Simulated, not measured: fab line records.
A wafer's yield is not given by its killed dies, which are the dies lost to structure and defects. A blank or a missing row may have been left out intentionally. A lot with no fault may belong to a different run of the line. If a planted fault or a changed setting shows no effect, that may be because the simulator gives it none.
Lot-split experiment	flow sky130	23 wafers read across 5 lots, on a route 708 steps long

ABOUT THE SPLIT
At SKY_LDD_P_DEVELOP_06 (develop time 60 s), the setting develop time s was moved away from the recipe's 60 s on 7 of the 23 wafers read, by -14.1% to +13.8%. All remaining wafers had this setting at the recipe value.

The file shows no step between the split and the reading.

THE READING
cd nm, in nm, at SKY_LDD_P_CD_MEAS_07 (target cd 380 nm). Typical for fault-free wafers on this fab line: 380.1 nm, with standard deviation 2 nm.

wafer	tool, chamber at the split	develop time s as run, s	against the recipe	cd nm, nm	against lot-mates on the recipe
L074.1	litho track-02, 0	60	recipe	382.5	-
L074.2	litho track-02, 0	60	recipe	383.5	-
L074.3	litho track-02, 0	60	recipe	379.7	-
L074.5	litho track-02, 0	60	recipe	381.5	-
L074.6	litho track-02, 0	60	recipe	382.7	-
L075.1	litho track-01, 0	68.28	+13.8%	391.5	+14.2
L075.3	litho track-01, 0	60	recipe	376.6	-
L075.4	litho track-01, 0	60	recipe	378.6	-
L075.5	litho track-01, 0	68.28	+13.8%	387.7	+10.4
L075.6	litho track-01, 0	60	recipe	376.7	-
L076.1	litho track-04, 0	60	recipe	382.9	-
L076.2	litho track-04, 0	60	recipe	379.2	-
L076.5	litho track-04, 0	60	recipe	383.9	-
L083.1	litho track-04, 0	67.11	+11.9%	389.1	+9.3
L083.2	litho track-04, 0	60	recipe	380.2	-
L083.3	litho track-04, 0	60	recipe	379.2	-
L083.4	litho track-04, 0	60	recipe	380.1	-
L083.5	litho track-04, 0	67.11	+11.9%	389.1	+9.3
L085.1	litho track-01, 0	51.56	-14.1%	366.2	-15.8
L085.2	litho track-01, 0	60	recipe	384.5	-
L085.3	litho track-01, 0	51.56	-14.1%	365.7	-16.2
L085.4	litho track-01, 0	60	recipe	379.4	-
L085.6	litho track-01, 0	51.56	-14.1%	365.7	-16.2

THE FIT
A straight line over all 23 wafers: cd nm changes by +0.858 nm for each +1% of develop time s; r = +0.94; the points scatter about the line by 2.5 nm.
The same after taking each lot's own level away (the mean of its wafers on the recipe; 23 wafers): +0.99 nm for each +1%; r = +0.97; scatter 1.8 nm.
That fit puts the effect of the largest move of develop time s on the reading at 14 nm.
The lots' own levels span 377.30 to 382.00 nm, that is 2.3 times the standard deviation above.
Hence the slope depends on the lot-to-lot level, as the two fits are not the same.
Check: for one of the wafers moved furthest among these (-14.1%), held out of the fit, the line's prediction against its lot-mates is -14.2 nm. It came out at -15.8 nm against them.

FURTHER SPLITS ON THESE WAFERS
These wafers also went through other splits before the reading. Each is held against what the fit with the lots' levels taken away leaves over:
other split on the same wafers	wafers away from the commonest value	r with cd nm (lot level and that fit taken away)
SKY_POLY_GATE_ETCH_15 pressure mtorr	15	+0.18
SKY_POLY_GATE_OXIDATION_20 temp c	18	+0.06
SKY_LDD_N_IMPLANT_10 energy kev	8	-0.21

THE FILE'S OWN FIT
cd nm changes by +0.957 nm for each +1% of develop time s, r = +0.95.
